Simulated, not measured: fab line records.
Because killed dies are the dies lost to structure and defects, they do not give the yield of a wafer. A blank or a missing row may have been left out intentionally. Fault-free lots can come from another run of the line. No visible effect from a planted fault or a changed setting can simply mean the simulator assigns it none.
Matching of chambers	flow sky130	pecvd-01 running SKY_CONTACT_CVD_00: 3 sister chambers
The step deposits Si3N4, target thk 75 nm. 3 wafers are shown with their chamber, then 11 later ones without.

WAFERS PAIRED WITH THEIR CHAMBERS
wafer	chamber	heaterPowerW (W)
L087.3	2	622
L087.4	1	783
L089.2	0	735

WAFERS WITHOUT THEIR CHAMBER
wafer	heaterPowerW (W)
L089.3	615
L089.4	723
L093.1	641
L093.2	626
L093.3	751
L093.4	644
L093.5	637
L093.6	767
L096.3	662
L096.4	555
L096.6	679

WHICH CHAMBER EACH ONE RAN IN
wafer	from the rows above	in truth
L089.3	2	2
L089.4	can't be placed: 0 or 1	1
L093.1	2	2
L093.2	2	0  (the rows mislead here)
L093.3	can't be placed: 0 or 1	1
L093.4	2	2
L093.5	2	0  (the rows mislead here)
L093.6	can't be placed: 1 or 0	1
L096.3	can't be placed: 2 or 0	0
L096.4	2	2
L096.6	can't be placed: 0 or 2 or 1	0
Correct placement for 4 of the 11. Not placeable from these rows: 5 (in 5, the candidates include the true chamber). Wrongly placed: 2.
How it was worked out, from the rows above alone: a wafer's distance from a chamber is the root of the sum, over the readings, of the square of ((its reading less the chamber's mean) divided by the reading's scatter). If the next closest chamber is less than 2 further off than the closest, the wafer can't be placed; otherwise it belongs to the closest. A chamber's mean is the mean of its shown wafers. The scatter (one wafer shown for each chamber): square how far every hidden wafer sits from the nearest shown wafer, average those squares and take the square root.
